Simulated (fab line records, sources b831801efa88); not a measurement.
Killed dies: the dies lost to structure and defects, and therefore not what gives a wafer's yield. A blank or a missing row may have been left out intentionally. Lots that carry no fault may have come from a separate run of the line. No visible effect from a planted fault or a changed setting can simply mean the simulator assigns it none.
fab line records | flow sfqLine | part 1 of 2: steps 1 to 25 of 37
[record] lots = 5 | wafers = 15 | lastDay = 82
route steps=325 shown M5@201 A5B@209 R5@212 I5@228
lots that met no fault: from a run of the same line without faults
startH: start of the lot's first displayed wafer, in hours after the record's first day | waitH: hours since the lot's step before | " repeats the value in the row above | L1.1+2: a row that stands for several wafers | - no value, or no start given | * or withheld: withheld | < > ~ a bound
route shown NAME@n: names a module that has steps shown in the file, with the first one's number in the route | usual: average and standard deviation across the fault-free wafers | same: alike in all rows | chamber/n: place in a boat | sites: each site's reading | _std_site: the standard deviation of these | _edge_site: mean of outer sites minus mean of inner sites | radiusMm: how far each site lies from the wafer's centre | mask NAME#n: copy n | behind: the last tool/chamber to shape the wafer | hold: the reason the lot was held/the length of the hold in hours/how it ended | device: transistor that didn't switch, given as n, p or np | end of line: the route-end tests of the same wafers | a step given without rows: its recipe and nothing more | killed: count of dies lost to structure and defects at first sort (not the wafer's yield) | map: per-die view of a wafer (x killed, . not killed, _ where there is no die)
set.NAME: the setting the step ran with; set.NAME@STEP: the setting that earlier step ran with | model.NAME: the simulator's own value behind a step, which no gauge read
lots seen at some steps along the route; tables by step, rows by wafer
services: when a tool's chamber went out of use (startH, in hours from the record's first day, below 0 if earlier), for how many hours, and the reason
[[steps]]
[step SFQ_TRILAYER_M5_LITHO_EXPOSE_124]
[recipe] maskId = M5 | na = 0.6 | sourceShape = conventional | sigmaOuter = 0.65 | targetCdNm = 700 | doseMj = 14.4
[same] na = 0.6 | sigmaOuter = 0.65
lot.wafer  | tool          | chamber | startH  | waitH | mask
L076.2+3+6 | krfScanner-01 | 0       | 1372.42 | -     | M5#0
L078.2+3+5 | krfScanner-01 | 0       | 1378.42 | -     | M5#0
L087.2+3+4 | krfScanner-01 | 0       | 1497.27 | -     | M5#0
L089.1+2+5 | krfScanner-01 | 0       | 1506.67 | -     | M5#0
L093.2+4+5 | krfScanner-02 | 0       | 1529.80 | -     | M5#0
[step SFQ_TRILAYER_M5_LITHO_PEB_126]
[recipe] pebTempC = 115 | pebTimeS = 60 | resist = KrF
lot.wafer  | tool          | chamber | startH  | waitH
L076.2+3+6 | lithoTrack-04 | 0       | 1373.45 | 0.8
L078.2+3+5 | lithoTrack-03 | 0       | 1379.45 | 0.8
L087.2+3+4 | lithoTrack-04 | 0       | 1498.30 | 0.8
L089.1+2+5 | lithoTrack-04 | 0       | 1507.87 | 1.0
L093.2+4+5 | lithoTrack-03 | 0       | 1530.82 | 0.8
[step SFQ_TRILAYER_M5_LITHO_DEVELOP_125]
[recipe] timeS = 60 | resist = KrF
lot.wafer  | tool          | chamber | startH  | waitH
L076.2+3+6 | lithoTrack-04 | 0       | 1373.60 | 0.1
L078.2+3+5 | lithoTrack-03 | 0       | 1379.60 | 0.1
L087.2+3+4 | lithoTrack-04 | 0       | 1498.45 | 0.1
L089.1+2+5 | lithoTrack-04 | 0       | 1508.02 | 0.1
L093.2+4+5 | lithoTrack-03 | 0       | 1530.97 | 0.1
[step SFQ_M5_OVL_MEAS_932]
[usual] M5_OVL = 2/5.5
lot.wafer | tool       | chamber | startH  | waitH | M5_OVL[nm]
L076.2    | overlay-01 | -       | 1373.73 | 0.1   | -2
L076.3    | "          | -       | "       | "     | 2
L076.6    | "          | -       | "       | "     | -2
L078.2    | overlay-02 | -       | 1379.73 | 0.1   | -5
L078.3    | "          | -       | "       | "     | -6
L078.5    | "          | -       | "       | "     | -2
L087.2    | overlay-02 | -       | 1498.58 | 0.1   | 15
L087.3    | "          | -       | "       | "     | 7
L087.4    | "          | -       | "       | "     | 5
L089.1    | overlay-02 | -       | 1508.17 | 0.1   | 1
L089.2    | "          | -       | "       | "     | 0
L089.5    | "          | -       | "       | "     | -6
L093.2    | overlay-01 | -       | 1531.10 | 0.1   | 1
L093.4    | "          | -       | "       | "     | 1
L093.5    | "          | -       | "       | "     | 0
[step SFQ_TRILAYER_M5_BARC_OPEN_METAL_ETCH_161]
[recipe] maskMaterial = PR | chemistry = O2 | targetDepthNm = 125 | target = BARC | icpW = 600 | biasW = 80 | pressureMtorr = 10 | timeS = 41.7
[usual] drypumpMotorCurrentA = 5.9/0.5 | heBacksideLeakSccm = 3.46/0.23 | oesProductAu = 0.685/0.0048
lot.wafer | tool        | chamber | startH  | waitH | drypumpMotorCurrentA | heBacksideLeakSccm | oesProductAu | rfHoursCounterH
L076.2    | rieMetal-04 | 0       | 1373.76 | 0.0   | 6.2                  | 3.33               | 0.684        | 17
L076.3    | "           | 1       | "       | "     | 5.3                  | 3.42               | 0.685        | -
L076.6    | "           | 1       | "       | "     | 5.3                  | 3.52               | 0.683        | -
L078.2    | rieMetal-01 | 1       | 1379.76 | 0.0   | 5.7                  | 3.92               | 0.688        | 47
L078.3    | "           | 0       | "       | "     | 5.3                  | 3.13               | 0.683        | -
L078.5    | "           | 0       | "       | "     | 5.3                  | 3.05               | 0.680        | -
L087.2    | rieMetal-02 | 0       | 1498.61 | 0.0   | 6.6                  | 3.74               | 0.695        | 126
L087.3    | "           | 0       | "       | "     | 6.6                  | 3.37               | 0.690        | -
L087.4    | "           | 1       | "       | "     | 5.9                  | 3.48               | 0.677        | -
L089.1    | rieMetal-01 | 1       | 1508.21 | 0.0   | 5.6                  | 3.61               | 0.684        | 64
L089.2    | "           | 0       | "       | "     | 5.3                  | 3.42               | 0.682        | 90
L089.5    | "           | 0       | "       | "     | 5.3                  | 3.41               | 0.692        | -
L093.2    | rieMetal-02 | 0       | 1531.15 | 0.0   | 6.6                  | 3.35               | 0.691        | -
L093.4    | "           | 0       | "       | "     | 6.6                  | 3.51               | 0.687        | -
L093.5    | "           | 0       | "       | "     | 6.6                  | 3.26               | 0.684        | -
[step SFQ_TRILAYER_M5_ETCH_METAL_ETCH_126]
[recipe] target = Nb | stopOn = SiO2 | maskMaterial = PR | overEtchFrac = 0.15 | timeS = 203.2 | chemistry = Cl2/BCl3 | targetDepthNm = 265 | icpW = 600 | biasW = 80 | pressureMtorr = 10
[usual] drypumpMotorCurrentA = 5.9/0.5 | heBacksideLeakSccm = 3.47/0.18 | oesProductAu = 0.727/0.0055
lot.wafer | tool        | chamber | startH  | waitH | drypumpMotorCurrentA | heBacksideLeakSccm | oesProductAu | rfHoursCounterH
L076.2    | rieMetal-04 | 0       | 1373.82 | 0.0   | 6.2                  | 3.44               | 0.730        | 18
L076.3    | "           | 1       | "       | "     | 5.3                  | 3.29               | 0.723        | -
L076.6    | "           | 1       | "       | "     | 5.3                  | 3.35               | 0.718        | -
L078.2    | rieMetal-01 | 1       | 1379.82 | 0.0   | 5.7                  | 3.81               | 0.730        | 47
L078.3    | "           | 0       | "       | "     | 5.3                  | 3.22               | 0.729        | -
L078.5    | "           | 0       | "       | "     | 5.3                  | 3.33               | 0.727        | -
L087.2    | rieMetal-02 | 0       | 1498.67 | 0.0   | 6.6                  | 3.59               | 0.725        | 126
L087.3    | "           | 0       | "       | "     | 6.6                  | 3.53               | 0.732        | -
L087.4    | "           | 1       | "       | "     | 6.0                  | 3.77               | 0.725        | -
L089.1    | rieMetal-01 | 1       | 1508.27 | 0.0   | 5.7                  | 3.54               | 0.729        | 64
L089.2    | "           | 0       | "       | "     | 5.3                  | 3.40               | 0.727        | 90
L089.5    | "           | 0       | "       | "     | 5.3                  | 3.22               | 0.726        | -
L093.2    | rieMetal-02 | 0       | 1531.32 | 0.1   | 6.6                  | 3.24               | 0.718        | -
L093.4    | "           | 0       | "       | "     | 6.6                  | 3.31               | 0.723        | -
L093.5    | "           | 0       | "       | "     | 6.6                  | 3.70               | 0.723        | -
[step SFQ_TRILAYER_M5_STRIP_STRIP_127]
[recipe] gas = O2 | powerW = 200 | platenTempC = 40 | overashFraction = 0.65 | chemistry = O2 | pressureMtorr = 50
[usual] drypumpMotorCurrentA = 5.9/0.51 | heBacksideLeakSccm = 3.5/0.31 | oesProductAu = 0.997/0.0083
lot.wafer | tool        | chamber | startH  | waitH | drypumpMotorCurrentA | heBacksideLeakSccm | oesProductAu | rfHoursCounterH
L076.2    | rieMetal-04 | 0       | 1374.01 | 0.1   | 6.2                  | 3.3                | 0.989        | 18
L076.3    | "           | 1       | "       | "     | 5.3                  | 3.3                | 1.005        | -
L076.6    | "           | 1       | "       | "     | 5.3                  | 3.6                | 1.004        | -
L078.2    | rieMetal-01 | 1       | 1380.01 | 0.1   | 5.7                  | 3.6                | 0.989        | 47
L078.3    | "           | 0       | "       | "     | 5.3                  | 3.5                | 1.003        | -
L078.5    | "           | 0       | "       | "     | 5.3                  | 3.6                | 1.004        | -
L087.2    | rieMetal-02 | 0       | 1498.86 | 0.1   | 6.6                  | 3.4                | 0.995        | 126
L087.3    | "           | 0       | "       | "     | 6.6                  | 3.3                | 0.991        | -
L087.4    | "           | 1       | "       | "     | 5.9                  | 3.5                | 0.986        | -
L089.1    | rieMetal-01 | 1       | 1508.46 | 0.1   | 5.7                  | 3.8                | 0.995        | 64
L089.2    | "           | 0       | "       | "     | 5.3                  | 3.7                | 1.003        | 90
L089.5    | "           | 0       | "       | "     | 5.3                  | 3.6                | 0.998        | -
L093.2    | rieMetal-02 | 0       | 1531.84 | 0.5   | 6.6                  | 3.5                | 0.998        | -
L093.4    | "           | 0       | "       | "     | 6.6                  | 3.4                | 0.995        | -
L093.5    | "           | 0       | "       | "     | 6.6                  | 3.5                | 0.997        | -
[step SFQ_TRILAYER_M5_STRIP_SOLV_CLEAN_128]
[recipe] chemistry = NMP | tempC = 70 | timeS = 600
lot.wafer  | tool        | chamber | startH  | waitH
L076.2+3+6 | wetBench-04 | 1,2,0   | 1374.61 | 0.4
L078.2+3+5 | wetBench-03 | 3,1,0   | 1380.61 | 0.4
L087.2+3+4 | wetBench-03 | 1,7,6   | 1499.46 | 0.4
L089.1+2+5 | wetBench-03 | 7,3,0   | 1509.06 | 0.4
L093.2+4+5 | wetBench-04 | 4,7,6   | 1532.84 | 0.8
[step SFQ_TRILAYER_A5B_DEP_PECVD_129]
[recipe] material = SiO2 | tempC = 150 | timeS = 133.33 | pressureTorr = 2.4 | rfW = 183.3 | precursor = SiH4/N2O | targetThkNm = 600
[usual] chamberPressureTorr = 2.400/0.0048 | heaterPowerW = 77/11 | susceptorTempC = 150.00/0.14 | throttleValvePct = 24.3/1.5
lot.wafer | tool     | chamber | startH  | waitH | chamberPressureTorr | heaterPowerW | susceptorTempC | throttleValvePct
L076.2    | pecvd-02 | 2       | 1374.80 | 0.0   | 2.394               | 87           | 150.05         | 27.4
L076.3    | "        | 0       | "       | "     | 2.402               | 76           | 150.13         | 24.6
L076.6    | "        | 1       | "       | "     | 2.402               | 63           | 150.12         | 24.2
L078.2    | pecvd-04 | 1       | 1380.99 | 0.0   | 2.411               | 86           | 149.89         | 22.1
L078.3    | "        | 2       | "       | "     | 2.400               | 79           | 150.25         | 23.3
L078.5    | "        | 0       | "       | "     | 2.411               | 72           | 150.07         | 23.2
L087.2    | pecvd-03 | 1       | 1499.81 | 0.0   | 2.397               | 71           | 150.00         | 22.8
L087.3    | "        | 0       | "       | "     | 2.402               | 90           | 150.06         | 24.8
L087.4    | "        | 0       | "       | "     | 2.407               | 94           | 149.86         | 24.8
L089.1    | pecvd-04 | 1       | 1509.41 | 0.0   | 2.399               | 83           | 149.77         | 22.5
L089.2    | "        | 0       | "       | "     | 2.398               | 69           | 150.28         | 23.4
L089.5    | "        | 0       | "       | "     | 2.399               | 73           | 150.21         | 23.4
L093.2    | pecvd-03 | 2       | 1533.02 | 0.0   | 2.403               | 75           | 150.07         | 25.9
L093.4    | "        | 2       | "       | "     | 2.402               | 79           | 149.97         | 26.0
L093.5    | "        | 1       | "       | "     | 2.392               | 76           | 149.79         | 22.9
[step SFQ_TRILAYER_A5B_CMP_CMP_130]
[recipe] stopOn = Nb | downForcePsi = 3 | platenRpm = 60 | targetThkNm = 340.7
[usual] motorCurrentA = 10.7/0.54
lot.wafer | tool   | chamber | startH  | waitH | motorCurrentA
L076.3    | cmp-02 | 3       | 1375.89 | 1.0   | 9.9
L076.2    | "      | 0       | "       | "     | 9.9
L076.6    | "      | 1       | "       | "     | 9.8
L078.2    | cmp-02 | 1       | 1381.65 | 0.6   | 10.6
L078.3    | "      | 2       | "       | "     | 11.9
L078.5    | "      | 1       | 1383.65 | 2.6   | 9.9
L087.4    | cmp-02 | 2       | 1500.75 | 0.8   | 11.3
L087.2    | "      | 3       | "       | "     | 10.5
L087.3    | "      | 0       | "       | "     | 9.8
L089.2    | cmp-01 | 1       | 1510.45 | 1.0   | 10.2
L089.1    | "      | 0       | 1511.95 | 2.5   | 10.8
L089.5    | "      | 1       | "       | "     | 10.8
L093.4    | cmp-01 | 0       | 1547.99 | 14.9  | 10.6
L093.2    | "      | 1       | "       | "     | 10.2
L093.5    | "      | 1       | 1550.49 | 17.4  | 10.8
[step SFQ_TRILAYER_A5B_METRO_MEASURE_131]
[usual] thkNm = 342/4.6
lot.wafer | tool         | chamber | startH  | waitH | thkNm
L076.2    | filmMetro-04 | -       | 1378.09 | 1.2   | 339
L076.3    | "            | -       | "       | "     | 338
L076.6    | "            | -       | "       | "     | 332
L078.2    | filmMetro-01 | -       | 1384.85 | 2.7   | 350
L078.3    | "            | -       | "       | "     | 340
L078.5    | "            | -       | "       | "     | 342
L087.2    | filmMetro-04 | -       | 1503.45 | 1.7   | 343
L087.3    | "            | -       | "       | "     | 354
L087.4    | "            | -       | "       | "     | 348
L089.1    | filmMetro-01 | -       | 1513.45 | 1.0   | 340
L089.2    | "            | -       | "       | "     | 345
L089.5    | "            | -       | "       | "     | 347
L093.2    | filmMetro-02 | -       | 1551.19 | 2.2   | 343
L093.4    | "            | -       | "       | "     | 342
L093.5    | "            | -       | "       | "     | 344
[step SFQ_TRILAYER_R5_DEP_SPUTTER_132]
[recipe] material = Ti | basePressurePa = 1.33e-06 | targetThkNm = 5 | powerW = 2000 | timeS = 5 | chamberPressurePa = 0.4
[usual] throttleValvePct = 29.8/0.84
lot.wafer | tool          | chamber | startH  | waitH | throttleValvePct
L076.2    | pvdSputter-04 | -       | 1379.09 | 0.8   | 28.5
L076.3    | "             | -       | "       | "     | 30.0
L076.6    | "             | -       | "       | "     | 29.2
L078.2    | pvdSputter-06 | -       | 1385.85 | 0.8   | 29.2
L078.3    | "             | -       | "       | "     | 29.1
L078.5    | "             | -       | "       | "     | 30.2
L087.2    | pvdSputter-03 | -       | 1504.45 | 0.8   | 29.5
L087.3    | "             | -       | "       | "     | 31.9
L087.4    | "             | -       | "       | "     | 30.3
L089.1    | pvdSputter-03 | -       | 1514.65 | 1.0   | 31.6
L089.2    | "             | -       | "       | "     | 28.9
L089.5    | "             | -       | "       | "     | 31.9
L093.2    | pvdSputter-04 | -       | 1552.19 | 0.8   | 30.0
L093.4    | "             | -       | "       | "     | 29.5
L093.5    | "             | -       | "       | "     | 29.3
[step SFQ_TRILAYER_R5_DEP_SPUTTER_133]
[recipe] material = MoNx | basePressurePa = 1.33e-06 | targetThkNm = 40 | powerW = 1000 | timeS = 66.7 | chamberPressurePa = 0.4
[usual] throttleValvePct = 29.7/0.84
lot.wafer | tool          | chamber | startH  | waitH | throttleValvePct
L076.2    | pvdSputter-04 | -       | 1379.11 | 0.0   | 28.6
L076.3    | "             | -       | "       | "     | 29.9
L076.6    | "             | -       | "       | "     | 29.1
L078.2    | pvdSputter-06 | -       | 1385.87 | 0.0   | 29.1
L078.3    | "             | -       | "       | "     | 29.2
L078.5    | "             | -       | "       | "     | 30.1
L087.2    | pvdSputter-03 | -       | 1504.47 | 0.0   | 29.1
L087.3    | "             | -       | "       | "     | 31.8
L087.4    | "             | -       | "       | "     | 30.4
L089.1    | pvdSputter-03 | -       | 1514.68 | 0.0   | 31.9
L089.2    | "             | -       | "       | "     | 28.9
L089.5    | "             | -       | "       | "     | 31.6
L093.2    | pvdSputter-04 | -       | 1552.21 | 0.0   | 30.2
L093.4    | "             | -       | "       | "     | 29.4
L093.5    | "             | -       | "       | "     | 29.1
[step SFQ_TRILAYER_R5_DEP_SPUTTER_134]
[recipe] material = Ti | basePressurePa = 1.33e-06 | targetThkNm = 5 | powerW = 2000 | timeS = 5 | chamberPressurePa = 0.4
[usual] throttleValvePct = 29.7/0.85
lot.wafer | tool          | chamber | startH  | waitH | throttleValvePct
L076.2    | pvdSputter-04 | -       | 1379.17 | 0.0   | 29.0
L076.3    | "             | -       | "       | "     | 29.7
L076.6    | "             | -       | "       | "     | 28.9
L078.2    | pvdSputter-06 | -       | 1385.93 | 0.0   | 28.9
L078.3    | "             | -       | "       | "     | 29.0
L078.5    | "             | -       | "       | "     | 30.3
L087.2    | pvdSputter-03 | -       | 1504.52 | 0.0   | 29.1
L087.3    | "             | -       | "       | "     | 31.9
L087.4    | "             | -       | "       | "     | 30.4
L089.1    | pvdSputter-03 | -       | 1514.79 | 0.1   | 31.8
L089.2    | "             | -       | "       | "     | 29.2
L089.5    | "             | -       | "       | "     | 31.7
L093.2    | pvdSputter-04 | -       | 1552.26 | 0.0   | 29.9
L093.4    | "             | -       | "       | "     | 29.2
L093.5    | "             | -       | "       | "     | 29.1
[step SFQ_R5_RS_MEAS_933]
[recipe] thkMeasGauge = four-point-probe | reads = Ti_of_TRILAYER_R5_DEP_SPUTTER_134+MoNx_of_TRILAYER_R5_DEP_SPUTTER_133+Ti_of_TRILAYER_R5_DEP_SPUTTER_132
[usual] R5_MONX_RS = 7.05/0.061
lot.wafer | tool         | chamber | startH  | waitH | R5_MONX_RS[ohm/sq]
L076.2    | filmMetro-02 | -       | 1379.21 | 0.0   | 6.94
L076.3    | "            | -       | "       | "     | 6.97
L076.6    | "            | -       | "       | "     | 7.01
L078.2    | filmMetro-02 | -       | 1385.96 | 0.0   | 7.12
L078.3    | "            | -       | "       | "     | 7.14
L078.5    | "            | -       | "       | "     | 7.12
L087.2    | filmMetro-01 | -       | 1504.56 | 0.0   | 7.07
L087.3    | "            | -       | "       | "     | 7.08
L087.4    | "            | -       | "       | "     | 7.09
L089.1    | filmMetro-02 | -       | 1514.83 | 0.0   | 7.14
L089.2    | "            | -       | "       | "     | 7.04
L089.5    | "            | -       | "       | "     | 7.10
L093.2    | filmMetro-03 | -       | 1552.30 | 0.0   | 6.94
L093.4    | "            | -       | "       | "     | 6.98
L093.5    | "            | -       | "       | "     | 7.00
[step SFQ_R5_THK_MEAS_934]
[recipe] thkMeasGauge = xrf | reads = MoNx_of_TRILAYER_R5_DEP_SPUTTER_133
[usual] R5_MONX_THK = 39.4/0.42
lot.wafer | tool         | chamber | startH  | waitH | R5_MONX_THK[nm]
L076.2    | filmMetro-02 | -       | 1379.32 | 0.1   | 40.1
L076.3    | "            | -       | "       | "     | 39.9
L076.6    | "            | -       | "       | "     | 39.6
L078.2    | filmMetro-02 | -       | 1386.07 | 0.1   | 39.2
L078.3    | "            | -       | "       | "     | 38.9
L078.5    | "            | -       | "       | "     | 38.8
L087.2    | filmMetro-01 | -       | 1504.67 | 0.1   | 39.8
L087.3    | "            | -       | "       | "     | 39.8
L087.4    | "            | -       | "       | "     | 39.9
L089.1    | filmMetro-02 | -       | 1514.95 | 0.1   | 38.9
L089.2    | "            | -       | "       | "     | 39.4
L089.5    | "            | -       | "       | "     | 39.3
L093.2    | filmMetro-03 | -       | 1552.41 | 0.1   | 39.6
L093.4    | "            | -       | "       | "     | 39.5
L093.5    | "            | -       | "       | "     | 39.5
[step SFQ_TRILAYER_R5_LITHO_COAT_141]
[recipe] resist = BARC | spinRpm = 3000 | resistThkNm = 62
lot.wafer  | tool          | chamber | startH  | waitH
L076.2+3+6 | lithoTrack-04 | 0       | 1379.42 | 0.1
L078.2+3+5 | lithoTrack-04 | 0       | 1386.17 | 0.1
L087.2+3+4 | lithoTrack-01 | 0       | 1504.77 | 0.1
L089.1+2+5 | lithoTrack-04 | 0       | 1515.01 | 0.1
L093.2+4+5 | lithoTrack-02 | 0       | 1552.51 | 0.1
[step SFQ_TRILAYER_R5_LITHO_COAT_136]
[recipe] resist = KrF | spinRpm = 3000 | resistThkNm = 600
lot.wafer  | tool          | chamber | startH  | waitH
L076.2+3+6 | lithoTrack-04 | 0       | 1379.72 | 0.2
L078.2+3+5 | lithoTrack-04 | 0       | 1386.47 | 0.2
L087.2+3+4 | lithoTrack-01 | 0       | 1505.07 | 0.2
L089.1+2+5 | lithoTrack-04 | 0       | 1515.31 | 0.2
L093.2+4+5 | lithoTrack-02 | 0       | 1552.81 | 0.2
[step SFQ_TRILAYER_R5_LITHO_SOFTBAKE_140]
[recipe] tempC = withheld | timeS = withheld | resist = KrF
lot.wafer  | tool          | chamber | startH  | waitH
L076.2+3+6 | lithoTrack-04 | 0       | 1379.99 | 0.2
L078.2+3+5 | lithoTrack-04 | 0       | 1386.75 | 0.2
L087.2+3+4 | lithoTrack-01 | 0       | 1505.34 | 0.2
L089.1+2+5 | lithoTrack-04 | 0       | 1515.61 | 0.2
L093.2+4+5 | lithoTrack-02 | 0       | 1553.09 | 0.2
[step SFQ_TRILAYER_R5_LITHO_EXPOSE_137]
[recipe] maskId = R5 | na = 0.6 | sourceShape = conventional | sigmaOuter = 0.65 | targetCdNm = 500 | doseMj = 14.4
[same] na = 0.6 | sigmaOuter = 0.65
lot.wafer  | tool          | chamber | startH  | waitH | mask
L076.2+3+6 | krfScanner-02 | 0       | 1381.07 | -     | R5#0
L078.2+3+5 | krfScanner-02 | 0       | 1388.27 | -     | R5#0
L087.2+3+4 | krfScanner-01 | 0       | 1615.12 | -     | R5#0
L089.1+2+5 | krfScanner-01 | 0       | 1624.52 | -     | R5#0
L093.2+4+5 | krfScanner-01 | 0       | 1658.32 | -     | R5#0
[step SFQ_TRILAYER_R5_LITHO_PEB_139]
[recipe] pebTempC = 115 | pebTimeS = 60 | resist = KrF
lot.wafer  | tool          | chamber | startH  | waitH
L076.2+3+6 | lithoTrack-02 | 0       | 1382.10 | 0.8
L078.2+3+5 | lithoTrack-01 | 0       | 1389.30 | 0.8
L087.2+3+4 | lithoTrack-04 | 0       | 1616.15 | 0.8
L089.1+2+5 | lithoTrack-01 | 0       | 1625.72 | 1.0
L093.2+4+5 | lithoTrack-04 | 0       | 1659.35 | 0.8
[step SFQ_TRILAYER_R5_LITHO_DEVELOP_138]
[recipe] timeS = 60 | resist = KrF
lot.wafer  | tool          | chamber | startH  | waitH
L076.2+3+6 | lithoTrack-02 | 0       | 1382.25 | 0.1
L078.2+3+5 | lithoTrack-01 | 0       | 1389.45 | 0.1
L087.2+3+4 | lithoTrack-04 | 0       | 1616.30 | 0.1
L089.1+2+5 | lithoTrack-01 | 0       | 1625.87 | 0.1
L093.2+4+5 | lithoTrack-04 | 0       | 1659.50 | 0.1
[step SFQ_R5_OVL_MEAS_935]
[usual] R5_OVL = 0/4.6
lot.wafer | tool       | chamber | startH  | waitH | R5_OVL[nm]
L076.2    | overlay-01 | -       | 1382.38 | 0.1   | 3
L076.3    | "          | -       | "       | "     | 2
L076.6    | "          | -       | "       | "     | 2
L078.2    | overlay-01 | -       | 1389.58 | 0.1   | 2
L078.3    | "          | -       | "       | "     | -1
L078.5    | "          | -       | "       | "     | -2
L087.2    | overlay-02 | -       | 1616.43 | 0.1   | 7
L087.3    | "          | -       | "       | "     | -2
L087.4    | "          | -       | "       | "     | -1
L089.1    | overlay-02 | -       | 1626.02 | 0.1   | 0
L089.2    | "          | -       | "       | "     | 5
L089.5    | "          | -       | "       | "     | 2
L093.2    | overlay-02 | -       | 1659.63 | 0.1   | 0
L093.4    | "          | -       | "       | "     | -4
L093.5    | "          | -       | "       | "     | 4
[step SFQ_TRILAYER_R5_BARC_OPEN_METAL_ETCH_177]
[recipe] maskMaterial = PR | chemistry = O2 | targetDepthNm = 125 | target = BARC | icpW = 600 | biasW = 80 | pressureMtorr = 10 | timeS = 41.7
[usual] drypumpMotorCurrentA = 5.6/0.41 | heBacksideLeakSccm = 3.46/0.21 | oesProductAu = 0.685/0.0049
lot.wafer | tool        | chamber | startH  | waitH | drypumpMotorCurrentA | heBacksideLeakSccm | oesProductAu | rfHoursCounterH
L076.2    | rieMetal-03 | 0       | 1382.41 | 0.0   | 5.9                  | 3.62               | 0.687        | 38
L076.3    | "           | 1       | "       | "     | 5.0                  | 3.67               | 0.689        | -
L076.6    | "           | 1       | "       | "     | 5.0                  | 4.02               | 0.692        | -
L078.2    | rieMetal-03 | 1       | 1389.61 | 0.0   | 5.0                  | 3.43               | 0.685        | 116
L078.3    | "           | 0       | "       | "     | 5.9                  | 3.40               | 0.688        | -
L078.5    | "           | 0       | "       | "     | 6.0                  | 3.44               | 0.693        | -
L087.2    | rieMetal-01 | 0       | 1616.46 | 0.0   | 5.3                  | 3.33               | 0.680        | 102
L087.3    | "           | 1       | "       | "     | 5.7                  | 3.68               | 0.677        | -
L087.4    | "           | 0       | "       | "     | 5.3                  | 3.41               | 0.680        | -
L089.1    | rieMetal-01 | 1       | 1626.06 | 0.0   | 5.6                  | 3.44               | 0.688        | 79
L089.2    | "           | 0       | "       | "     | 5.3                  | 2.93               | 0.678        | 105
L089.5    | "           | 1       | "       | "     | 5.7                  | 3.63               | 0.685        | -
L093.2    | rieMetal-04 | 0       | 1659.66 | 0.0   | 6.2                  | 3.20               | 0.681        | 54
L093.4    | "           | 0       | "       | "     | 6.2                  | 3.54               | 0.688        | -
L093.5    | "           | 1       | "       | "     | 5.3                  | 3.34               | 0.678        | -
[step SFQ_TRILAYER_R5_ETCH_METAL_ETCH_139]
[recipe] stopOn = SiO2 | maskMaterial = PR | chemistry = Cl2 | targetDepthNm = 60 | icpW = 600 | biasW = 80 | pressureMtorr = 10 | timeS = 40
[usual] drypumpMotorCurrentA = 5.6/0.41 | heBacksideLeakSccm = 3.50/0.2 | oesProductAu = 0.990/0.006
lot.wafer | tool        | chamber | startH  | waitH | drypumpMotorCurrentA | heBacksideLeakSccm | oesProductAu | rfHoursCounterH
L076.2    | rieMetal-03 | 0       | 1382.47 | 0.0   | 6.0                  | 3.40               | 0.986        | 38
L076.3    | "           | 1       | "       | "     | 5.0                  | 3.56               | 0.985        | -
L076.6    | "           | 1       | "       | "     | 5.0                  | 3.70               | 0.985        | -
L078.2    | rieMetal-03 | 1       | 1389.67 | 0.0   | 5.0                  | 3.89               | 0.986        | 117
L078.3    | "           | 0       | "       | "     | 6.0                  | 3.41               | 0.991        | -
L078.5    | "           | 0       | "       | "     | 6.0                  | 3.19               | 1.000        | -
L087.2    | rieMetal-01 | 0       | 1616.52 | 0.0   | 5.3                  | 3.10               | 0.991        | 102
L087.3    | "           | 1       | "       | "     | 5.7                  | 3.75               | 0.981        | -
L087.4    | "           | 0       | "       | "     | 5.3                  | 3.23               | 1.002        | -
L089.1    | rieMetal-01 | 1       | 1626.12 | 0.0   | 5.7                  | 3.71               | 0.991        | 79
L089.2    | "           | 0       | "       | "     | 5.3                  | 3.51               | 0.993        | 105
L089.5    | "           | 1       | "       | "     | 5.7                  | 3.80               | 0.998        | -
L093.2    | rieMetal-04 | 0       | 1659.72 | 0.0   | 6.2                  | 3.64               | 0.990        | 54
L093.4    | "           | 0       | "       | "     | 6.2                  | 3.50               | 0.988        | -
L093.5    | "           | 1       | "       | "     | 5.3                  | 3.62               | 1.001        | -
